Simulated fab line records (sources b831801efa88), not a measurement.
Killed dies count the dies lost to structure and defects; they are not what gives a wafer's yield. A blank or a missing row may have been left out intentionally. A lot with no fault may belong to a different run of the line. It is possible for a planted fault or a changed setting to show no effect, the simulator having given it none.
Which tool was responsible? | flow gf180mcu | 10 lots, 30 wafers sampled, at 6 steps of a route of 602

== WHAT THE GAUGES SHOWED, per wafer ==
GF_M3_THK_MEAS_06: measures by xrf.
lot  | measured     | on            | M3_ALCU_THK (nm)
L651 | day 20 13:49 | film_metro-04 | 440 437 437
L652 | day 21 03:55 | film_metro-01 | 435 442 433
L654 | day 22 03:41 | film_metro-01 | 440 444 443
L655 | day 22 10:16 | film_metro-01 | 445 447 439
L659 | day 24 04:04 | film_metro-03 | 445 439 437
L666 | day 26 08:19 | film_metro-04 | 438 434 436
L668 | day 26 17:59 | film_metro-01 | 440 439 442
L671 | day 27 10:34 | film_metro-04 | 441 445 443
L672 | day 27 15:37 | film_metro-04 | 437 426 437
L674 | day 28 11:29 | film_metro-04 | 433 433 437

GF_V3_THK_MEAS_03.
lot  | measured     | on            | V3_CVD_02_THK (nm)
L651 | day 21 14:47 | film_metro-02 | 856 878 850
L652 | day 22 05:20 | film_metro-04 | 849 844 867
L654 | day 23 03:53 | film_metro-03 | 846 873 866
L655 | day 23 10:25 | film_metro-04 | 845 834 863
L659 | day 25 02:55 | film_metro-04 | 828 832 846
L666 | day 27 05:53 | film_metro-04 | 844 858 847
L668 | day 27 15:19 | film_metro-03 | 860 866 876
L671 | day 28 07:32 | film_metro-02 | 846 854 848
L672 | day 28 12:17 | film_metro-04 | 865 848 844
L674 | day 29 07:54 | film_metro-04 | 831 854 834

GF_V5_RS_MEAS_24: measurement is done with a four-point probe.
lot  | measured     | on            | V5_W_RS (ohm/sq)
L651 | day 27 14:32 | film_metro-02 | 0.326 0.317 0.324
L652 | day 28 01:43 | film_metro-04 | 0.324 0.320 0.327
L654 | day 28 20:22 | film_metro-02 | 0.326 0.318 0.317
L655 | day 29 02:54 | film_metro-04 | 0.323 0.330 0.322
L659 | day 30 11:37 | film_metro-03 | 0.326 0.327 0.325
L666 | day 32 08:19 | film_metro-03 | 0.284 0.327 0.285 0.284 0.327 0.285
L668 | day 32 14:47 | film_metro-02 | 0.280 0.325 0.286 0.281 0.326 0.286
L671 | day 33 05:53 | film_metro-02 | 0.322 0.321 0.322
L672 | day 33 09:22 | film_metro-04 | 0.321 0.321 0.322
L674 | day 34 02:14 | film_metro-04 | 0.317 0.315 0.317

GF_V5_THK_MEAS_25: measures by xrf.
lot  | measured     | on            | V5_W_THK (nm)
L651 | day 27 14:38 | film_metro-02 | 364 378 368
L652 | day 28 01:50 | film_metro-04 | 362 370 359
L654 | day 28 20:28 | film_metro-02 | 364 374 376
L655 | day 29 03:01 | film_metro-04 | 361 353 363
L659 | day 30 11:44 | film_metro-03 | 361 359 361
L666 | day 32 12:41 | film_metro-03 | 421 364 418 421 364 420
L668 | day 32 17:27 | film_metro-02 | 422 364 419 424 363 416
L671 | day 33 06:00 | film_metro-02 | 366 365 362
L672 | day 33 09:29 | film_metro-04 | 361 362 360
L674 | day 34 02:20 | film_metro-04 | 366 367 363

== EACH LOT AND THE TOOL THAT RAN IT (in order: tool; ch and the chambers of the sampled wafers; start) ==
lot  | GF_V3_ETCH_16                      | GF_V5_CVD_23
L651 | rie_diel-01 ch 1,3, day 22 15:08   | cvd_w-01 ch 0,1, day 27 14:24
L652 | rie_diel-03 ch 1,2, day 23 05:16   | cvd_w-01 ch 0,1, day 28 01:36
L654 | rie_diel-03 ch 0,1,3, day 24 03:28 | cvd_w-01 ch 0,1, day 28 20:16
L655 | rie_diel-01 ch 0,2,3, day 24 09:04 | cvd_w-02 ch 0,1, day 29 02:47
L659 | rie_diel-01 ch 0,1,3, day 26 00:43 | cvd_w-01 ch 0,1, day 30 11:30
L666 | rie_diel-03 ch 0,1, day 28 01:43   | cvd_w-01 ch 0,1, day 32 08:11
L668 | rie_diel-01 ch 2,3, day 28 11:22   | cvd_w-01 ch 0,1, day 32 14:40
L671 | rie_diel-03 ch 0,1, day 29 03:55   | cvd_w-02 ch 1, day 33 05:38
L672 | rie_diel-03 ch 0,1,2, day 29 07:43 | cvd_w-02 ch 0,1, day 33 09:16
L674 | rie_diel-01 ch 0,1, day 30 03:31   | cvd_w-02 ch 0,1, day 34 02:06
- GF_V3_ETCH_16: etches BARC in N2/H2.
- GF_V5_CVD_23: deposits W, target thk 350 nm, time 104.9 s.

== WHAT THE TOOLS THEMSELVES READ (means of the sampled wafers that have a number; where no wafer has one, the mark that the record gives instead) ==
GF_V3_ETCH_16.
lot  | tool        | drypump_motor_current_A (A) | n2_flow_sccm (sccm) | oes_product_au (a.u.) | throttle_valve_pct (%)
L651 | rie_diel-01 | 5.9                         | 100.07              | 0.849                 | 13.221
L652 | rie_diel-03 | 5.5                         | 99.89               | 0.852                 | 13.222
L654 | rie_diel-03 | 5.5                         | 99.86               | 0.858                 | 13.231
L655 | rie_diel-01 | 5.8                         | 100.19              | 0.858                 | 13.228
L659 | rie_diel-01 | 5.8                         | 100.04              | 0.859                 | 13.226
L666 | rie_diel-03 | 5.5                         | 100.14              | 0.856                 | 13.225
L668 | rie_diel-01 | 6.1                         | 99.98               | 0.854                 | 13.222
L671 | rie_diel-03 | 5.5                         | 99.94               | 0.855                 | 13.228
L672 | rie_diel-03 | 5.5                         | 99.95               | 0.856                 | 13.235
L674 | rie_diel-01 | 5.3                         | 99.97               | 0.857                 | 13.233

GF_V5_CVD_23.
lot  | tool     | heater_power_w (W)
L651 | cvd_w-01 | 847
L652 | cvd_w-01 | 846
L654 | cvd_w-01 | 883
L655 | cvd_w-02 | 842
L659 | cvd_w-01 | 870
L666 | cvd_w-01 | 874
L668 | cvd_w-01 | 885
L671 | cvd_w-02 | 928
L672 | cvd_w-02 | 862
L674 | cvd_w-02 | 860

== THE ANSWER, worked out from the rows above alone ==
Rule: what is usual is taken from the lots themselves. Put in order of their means at a reading, lots are off if they are a third of the lots or fewer, leave a main group of 4 or more, and stand apart from it by a gap of 3 or more times the standard deviation of the main group's means; of several such gaps the widest counts. Not used: any main group whose means are identical at the precision the tables above print for the reading. Also off: a lot with no number at a reading for which 4 or more lots have one. Any other lot the step has rows for is counted as sound. Order of review: gauges by route order, followed by the tools' own readings, for which a lot's mean as printed above is used. At the first step where some lot is off, the reading lying furthest off is the one used; lots without a number count as furthest.
Off: at GF_V5_RS_MEAS_24 (V5_W_RS), L666, L668. Mean 0.322 ohm/sq and standard deviation 0.0028 in the main group.
A tool fits if, at a process step before that reading, it ran every lot that is off, and no sound lot after the first of them. Gauges at GF_V5_RS_MEAS_24: tried the same way as those tools. One candidate fits, namely cvd_w-01 at GF_V5_CVD_23. A fault onset in the window from L659 (day 30 11:30, its last sound lot) to L666 (day 32 08:11, its first lot off) fits.

== WHAT HAD BEEN PUT IN BY THE SIMULATOR ==
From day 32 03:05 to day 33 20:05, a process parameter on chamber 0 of cvd_w-01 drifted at GF_V5_CVD_23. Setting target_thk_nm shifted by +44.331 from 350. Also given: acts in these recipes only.
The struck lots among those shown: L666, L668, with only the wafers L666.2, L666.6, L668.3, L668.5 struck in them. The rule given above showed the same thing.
